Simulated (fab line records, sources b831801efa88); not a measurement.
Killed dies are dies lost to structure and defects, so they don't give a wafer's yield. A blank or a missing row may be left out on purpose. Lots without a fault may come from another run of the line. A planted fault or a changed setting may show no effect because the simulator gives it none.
fab line records | flow gf180mcu
record lots=6 wafers=18 last_day=33
route steps=602 shown DUAL_GATE@152 POLY_GATE@157
lots that met no fault: from a run of the same line without faults
start_h: hours from the record's first day to the start of the lot's first wafer shown | wait_h: hours since the lot's step before | " the same as in the row above | L1.1+2: a row that stands for several wafers | - no value, or no start given | * or withheld: withheld | < > ~ a bound
route shown NAME@n: a module of which the file shows steps, and the number in the route of the first | usual: mean/standard deviation of fault-free wafers | same: alike in all rows | chamber/n: place in a boat | sites: the reading at each site | _std_site: their standard deviation | _edge_site: outer sites' mean less inner sites' | radius_mm: how far each site lies from the wafer's centre | mask NAME#n: copy n | behind: the tool/chamber that last shaped the wafer | hold: why the lot was held/for how many hours/how that ended | device: the transistor (n, p or np) that didn't switch | end of line: the same wafers' tests at the end of the route | a step without rows: its recipe alone | killed: dies lost to structure and defects at the first sort, not the wafer's yield | map: a wafer's dies, x killed, . not, _ none there
set.NAME: the setting as run; set.NAME@STEP: as run at that earlier step | model.NAME: the simulator's own value behind a step, which no gauge read
lots at some steps of the route; a table a step, a row a wafer
services: from which hour (start_h, from the record's first day; less than 0 if before it) a tool's chamber was out of use, for how many hours, and why
## steps
# step GF_DUAL_GATE_OVL_MEAS_11
# usual DUAL_GATE_OVL=0.8/1.3
# columns lot.wafer tool chamber start_h wait_h DUAL_GATE_OVL[nm]
L387.1 overlay-02 - 178.61 0.1 0.4
L387.4 " - " " -0.4
L387.6 " - " " -0.3
L388.1 overlay-01 - 185.06 0.1 0.1
L388.3 " - " " -0.9
L388.6 " - " " -0.3
L390.2 overlay-01 - 195.91 0.1 1.4
L390.3 " - " " 0.5
L390.5 " - " " 0.5
L391.1 overlay-02 - 205.09 0.1 1.5
L391.4 " - " " 1.4
L391.5 " - " " 2.1
L401.1 overlay-01 - 286.91 0.1 0.5
L401.4 " - " " 2.9
L401.5 " - " " -0.6
L403.1 overlay-01 - 292.01 0.1 -0.1
L403.5 " - " " -0.2
L403.6 " - " " -0.8
# step GF_DUAL_GATE_WET_ETCH_12
# recipe chemistry=dHF target_depth_nm=13 dry=n2_spin target=SiO2 temp_c=25 dilution=100:1 time_s=260
# step GF_DUAL_GATE_STRIP_13
# recipe chemistry=O2/N2 power_w=1400 pressure_mtorr=1500 platen_temp_c=250 o2_flow_sccm=3000 n2_flow_sccm=300 overash_fraction=0.5
# usual drypump_motor_current_A=5.7/0.45 heater_power_w=315/34 oes_product_au=0.716/0.0046 strip_time_to_endpoint_s=12.62/0.04
# columns lot.wafer tool chamber start_h wait_h drypump_motor_current_A heater_power_w oes_product_au rf_hours_counter_h strip_time_to_endpoint_s
L387.1 plasma_asher-02 0 178.74 0.0 6.4 373 0.720 4 12.59
L387.4 " 1 " " 5.4 286 0.715 - 12.56
L387.6 " 0 " " 6.4 370 0.719 - 12.65
L388.1 plasma_asher-01 1 185.19 0.0 5.2 339 0.717 50 12.60
L388.3 " 0 " " 6.2 302 0.716 - 12.58
L388.6 " 0 " " 6.1 298 0.718 - 12.61
L390.2 plasma_asher-04 0 196.02 0.0 5.2 277 0.715 44 12.65
L390.3 " 0 " " 5.2 266 0.712 - 12.64
L390.5 " 0 " " 5.2 280 0.712 - 12.62
L391.1 plasma_asher-04 0 205.21 0.0 5.2 284 0.720 45 12.54
L391.4 " 0 " " 5.2 269 0.724 - 12.54
L391.5 " 0 " " 5.2 277 0.713 - 12.51
L401.1 plasma_asher-01 0 287.04 0.0 6.1 302 0.713 59 12.64
L401.4 " 1 " " 5.2 340 0.715 - 12.63
L401.5 " 0 " " 6.1 303 0.724 - 12.69
L403.1 plasma_asher-02 0 292.12 0.0 6.3 370 0.716 16 12.63
L403.5 " 0 " " 6.3 372 0.725 - 12.68
L403.6 " 1 " " 5.4 296 0.724 - 12.70
# step GF_DUAL_GATE_CLEAN_14
# recipe chemistry=SC1/SC2 mix=1:4:20 temp_c=70 time_s=150 dry=n2_spin
# step GF_DUAL_GATE_OXIDATION_15
# recipe temp_c=850 ambient=O2 stabilise_s=600 purge_s=300 target_thk_a=70.98 ox_time_s=1995
# step GF_POLY_GATE_CVD_00
# recipe material=poly-Si target_thk_nm=200 temp_c=620 time_s=1200 pressure_mtorr=200
# step GF_POLY_GATE_THK_MEAS_01
# recipe reads=poly-Si_of_POLY_GATE_CVD_00
# usual POLY_GATE_CVD_00_THK=200.1/2
# columns lot.wafer tool chamber start_h wait_h POLY_GATE_CVD_00_THK[nm]
L387.1 film_metro-02 - 182.74 0.0 200.6
L387.4 " - " " 201.7
L387.6 " - " " 201.5
L388.1 film_metro-01 - 191.47 0.0 199.3
L388.3 " - " " 199.1
L388.6 " - " " 199.1
L390.2 film_metro-01 - 199.90 0.0 201.1
L390.3 " - " " 198.7
L390.5 " - " " 200.5
L391.1 film_metro-02 - 208.87 0.0 199.0
L391.4 " - " " 196.3
L391.5 " - " " 197.6
L401.1 film_metro-02 - 290.98 0.0 197.2
L401.4 " - " " 197.4
L401.5 " - " " 196.5
L403.1 film_metro-04 - 295.85 0.0 199.8
L403.5 " - " " 199.5
L403.6 " - " " 197.6
# step GF_POLY_GATE_DEHYDRATE_02
# recipe temp_c=200 time_s=60
# step GF_POLY_GATE_HMDS_03
# recipe prime_time_s=60 prime_temp_c=120
# step GF_POLY_GATE_COAT_04
# recipe resist=BARC temp_c=withheld time_s=withheld spin_rpm=withheld resist_thk_nm=withheld
# step GF_POLY_GATE_COAT_05
# recipe resist=KrF spin_rpm=withheld resist_thk_nm=700
# step GF_POLY_GATE_SOFTBAKE_06
# recipe temp_c=130 time_s=60 resist=KrF
# step GF_POLY_GATE_EXPOSE_07
# recipe mask_id=Poly2 target_cd_nm=280 na=0.68 source_shape=conventional sigma_outer=0.6 dose_mj=28
# usual exposure_dose_mJ_cm2=27.993/0.029 focus_offset_nm=0.0/0.53
# columns lot.wafer tool chamber start_h wait_h mask exposure_dose_mJ_cm2 focus_offset_nm
L387.1 krf_scanner-01 0 191.39 - Poly2#0 28.021 0.0
L387.4 " 0 " " Poly2#0 27.986 0.3
L387.6 " 0 " " Poly2#0 28.004 -0.3
L388.1 krf_scanner-01 0 199.94 - Poly2#0 28.009 -0.2
L388.3 " 0 " " Poly2#0 27.986 -0.8
L388.6 " 0 " " Poly2#0 28.004 -0.5
L390.2 krf_scanner-01 - 209.53 - Poly2#0 - -
L390.3 " - " " Poly2#0 - -
L390.5 " - " " Poly2#0 - -
L391.1 krf_scanner-02 - 217.46 - Poly2#0 - -
L391.4 " - " " Poly2#0 - -
L391.5 " - " " Poly2#0 - -
L401.1 krf_scanner-01 0 301.33 - Poly2#0 27.970 0.5
L401.4 " 0 " " Poly2#0 27.999 0.3
L401.5 " 0 " " Poly2#0 27.965 -0.3
L403.1 krf_scanner-01 0 306.23 - Poly2#0 28.031 0.1
L403.5 " 0 " " Poly2#0 28.007 0.2
L403.6 " 0 " " Poly2#0 28.035 -0.1
# step GF_POLY_GATE_PEB_08
# recipe peb_temp_c=135 peb_time_s=90 resist=KrF
## services
# columns tool chamber start_h hours kind
krf_scanner-01 - 162.15 1.3 pm
krf_scanner-01 - 166.40 0.7 repair
krf_scanner-01 - 169.21 4.4 pm
krf_scanner-01 - 179.62 3.6 pm
krf_scanner-02 - 184.78 2.2 repair
plasma_asher-01 - 185.95 8.8 repair
krf_scanner-02 - 186.99 1.0 pm
krf_scanner-02 - 190.76 0.8 pm
krf_scanner-02 - 192.13 0.4 repair
krf_scanner-01 - 196.32 1.0 pm
krf_scanner-02 0 201.09 - calibration
krf_scanner-01 - 201.90 5.5 repair
krf_scanner-02 - 212.62 1.3 pm
krf_scanner-01 - 220.91 2.3 repair
plasma_asher-02 - 233.99 0.8 repair
plasma_asher-04 - 244.23 1.1 repair
krf_scanner-02 - 255.29 4.0 pm
krf_scanner-01 - 291.33 0.8 pm
krf_scanner-01 0 303.67 - calibration
## key
first_sign step=GF_POLY_GATE_EXPOSE_07 reading=tool_record direction=missing
effect none on later readings
met_at GF_POLY_GATE_EXPOSE_07
struck_wafers L390.2,L390.3,L390.5,L391.1,L391.4,L391.5
later_rows_left_out L390.2,L390.3,L390.5,L391.1,L391.4,L391.5
sort_left_out L390.2,L390.3,L390.5,L391.1,L391.4,L391.5
tester_left_out L390,L391
onset_between 199.94 209.53
fault kind=skipped_step_whole tool=krf_scanner-01,krf_scanner-02 chamber=- onset_h=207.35 steps=GF_POLY_GATE_EXPOSE_07 scope=struck_lots_only
# tester_left_out: of these lots the tester's yield and bins aren't shown, on N5 and GAA mostly nor the transistor test; their killed dies are dies lost to structure and defects alone, not to doping, threshold or leakage, so they don't give the yield
# sort_left_out: the simulated sort isn't trusted on such a fault, so these wafers' sort isn't shown, and their yield isn't known
# later_rows_left_out: the simulator's readings of these wafers behind a module that went badly wrong aren't trusted and aren't shown, but for the sort
